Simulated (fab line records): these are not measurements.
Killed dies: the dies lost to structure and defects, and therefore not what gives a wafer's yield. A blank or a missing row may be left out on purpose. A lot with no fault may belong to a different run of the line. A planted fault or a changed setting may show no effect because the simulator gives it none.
Which tool is to blame? + flow gf180mcu + 14 lots, 42 wafers sampled, at 2 steps of a route of 602

## WHAT EACH GAUGE READ, for each wafer
GF_V3_THK_MEAS_01. Usual: V3_CVD_00_THK gives 584 nm (standard deviation 7.3).
| lot  | measured     | on            | V3_CVD_00_THK (nm) | flag |
|------|--------------|---------------|--------------------|------|
| L352 | day 21 23:39 | film metro-02 | 576 586 588        |      |
| L353 | day 22 04:16 | film metro-02 | 588 576 588        |      |
| L355 | day 23 03:28 | film metro-01 | 587 584 586        |      |
| L356 | day 23 10:22 | film metro-01 | 583 581 584        |      |
| L357 | day 24 02:19 | film metro-01 | 572 565 566        |      |
| L358 | day 24 10:38 | film metro-02 | 570 581 583        |      |
| L361 | day 24 21:29 | film metro-02 | 585 579 583        |      |
| L362 | day 26 01:19 | film metro-03 | 592 594 595        |      |
| L366 | day 26 16:57 | film metro-03 | 591 585 589        |      |
| L369 | day 27 21:40 | film metro-02 | 582 575 582        |      |
| L370 | day 28 01:22 | film metro-03 | 593 588 593        |      |
| L373 | day 28 13:54 | film metro-03 | 586 592 583        |      |
| L374 | day 28 21:23 | film metro-03 | 590 587 599        |      |
| L375 | day 28 22:44 | film metro-02 | 591 582 595        |      |

GF_V3_THK_MEAS_03. Usual: V3_CVD_02_THK gives 845 nm (standard deviation 13).
| lot  | measured     | on            | V3_CVD_02_THK (nm) | flag |
|------|--------------|---------------|--------------------|------|
| L352 | day 21 23:47 | film metro-03 | 849 839 859        |      |
| L353 | day 22 04:25 | film metro-03 | 848 834 841        |      |
| L355 | day 23 03:36 | film metro-02 | 847 857 862        |      |
| L356 | day 23 10:29 | film metro-02 | 835 845 833        |      |
| L357 | day 24 02:27 | film metro-02 | 827 815 835        |      |
| L358 | day 24 10:46 | film metro-01 | 851 860 865        |      |
| L361 | day 24 21:36 | film metro-01 | 833 845 864        |      |
| L362 | day 26 01:27 | film metro-01 | 828 829 834        |      |
| L366 | day 26 17:05 | film metro-01 | 823 849 857        |      |
| L369 | day 27 21:48 | film metro-02 | 845 865 853        |      |
| L370 | day 28 01:30 | film metro-03 | 840 855 845        |      |
| L373 | day 28 14:02 | film metro-01 | 854 854 857        |      |
| L374 | day 28 21:31 | film metro-03 | 851 835 859        |      |
| L375 | day 28 22:52 | film metro-03 | 828 836 834        |      |

## WHICH TOOL RAN EACH LOT (tool, then ch and the chambers of the sampled wafers, then the start)
There is no process step in the record ahead of these readings.

## AS READ BY THE TOOLS THEMSELVES (means over the sampled wafers that have a number; for cases with no such wafer, the mark the record gives instead)
The record holds no such reading with a usual standard deviation.

## THE ANSWER, worked out from the rows above alone
Rule: take the mean of a lot's wafers that have a number; if it is more than 3 standard deviations from the usual mean, the lot is off. Also off: a lot with no number at a reading for which 4 or more lots have one. All remaining lots with rows at the step are treated as sound. The gauges are gone through in route order, then the tools' own readings, and for those a lot's mean is taken as printed above. The first step at which some lot is off is used, and at that step the reading that is off furthest; a lot without a number counts as furthest.
None of the lots is off at any reading shown; this tells nothing.

## WHAT HAD BEEN PUT IN BY THE SIMULATOR
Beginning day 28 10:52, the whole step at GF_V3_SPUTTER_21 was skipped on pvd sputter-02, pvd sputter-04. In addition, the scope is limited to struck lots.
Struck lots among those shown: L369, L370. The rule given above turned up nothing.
